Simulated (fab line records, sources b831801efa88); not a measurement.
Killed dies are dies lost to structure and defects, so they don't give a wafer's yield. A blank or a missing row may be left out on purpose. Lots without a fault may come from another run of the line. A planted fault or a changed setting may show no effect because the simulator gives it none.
Chamber matching | flow sky130 | SKY_LI_CONTACT_ETCH_15 on rie_diel-02: 4 sister chambers
The step etches PSG in C4F8/O2/Ar, stops on Si, target depth 600 nm. 22 wafers are shown with their chamber, then 11 later ones without.

WAFERS WITH THEIR CHAMBER
wafer  | chamber | oes_product_au (a.u.)
L167.2 | 0       | 0.831
L167.3 | 1       | 0.835
L167.6 | 1       | 0.834
L172.1 | 0       | 0.843
L172.2 | 3       | 0.843
L172.3 | 2       | 0.838
L174.1 | 0       | 0.840
L174.2 | 1       | 0.837
L174.5 | 2       | 0.846
L177.1 | 1       | 0.826
L177.3 | 3       | 0.837
L177.4 | 0       | 0.833
L179.2 | 3       | 0.834
L179.5 | 1       | 0.839
L179.6 | 2       | 0.839
L183.1 | 2       | 0.841
L183.2 | 3       | 0.832
L183.4 | 1       | 0.842
L181.2 | 1       | 0.831
L181.4 | 3       | 0.836
L181.5 | 2       | 0.835
L185.3 | 0       | 0.830

SIGNATURES (means of the wafers above)
reading        | chamber 0 | chamber 1 | chamber 2 | chamber 3 | scatter within a chamber
oes_product_au | 0.83540   | 0.83486   | 0.83980   | 0.83640   | 0.00492
Rule: a wafer's distance from a chamber is the root of the sum, over the readings, of the square of ((its reading less the chamber's mean) divided by the reading's scatter). The wafer belongs to the nearest chamber; if the next one is less than 2 further off, it can't be placed. The scatter: the root of (the sum of the squares of (reading less its chamber's mean) over the shown wafers, divided by (wafers less chambers)).

WAFERS WITHOUT THEIR CHAMBER
wafer  | oes_product_au (a.u.)
L185.4 | 0.838
L185.6 | 0.829
L186.1 | 0.838
L186.5 | 0.837
L186.6 | 0.830
L187.1 | 0.839
L187.2 | 0.840
L187.4 | 0.839
L188.1 | 0.835
L188.2 | 0.839
L188.3 | 0.841

WHICH CHAMBER EACH WENT THROUGH
wafer  | from the rows above               | in truth
L185.4 | can't be placed: 3 or 2 or 0 or 1 | 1
L185.6 | can't be placed: 1 or 0 or 3 or 2 | 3
L186.1 | can't be placed: 3 or 2 or 0 or 1 | 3
L186.5 | can't be placed: 3 or 0 or 1 or 2 | 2
L186.6 | can't be placed: 1 or 0 or 3 or 2 | 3
L187.1 | can't be placed: 2 or 3 or 0 or 1 | 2
L187.2 | can't be placed: 2 or 3 or 0 or 1 | 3
L187.4 | can't be placed: 2 or 3 or 0 or 1 | 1
L188.1 | can't be placed: 1 or 0 or 3 or 2 | 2
L188.2 | can't be placed: 2 or 3 or 0 or 1 | 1
L188.3 | can't be placed: 2 or 3 or 0 or 1 | 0
Placed correctly: 0 of 11. Can't be placed from these rows: 11 (the true chamber is among the candidates in 11). Placed wrongly: 0.
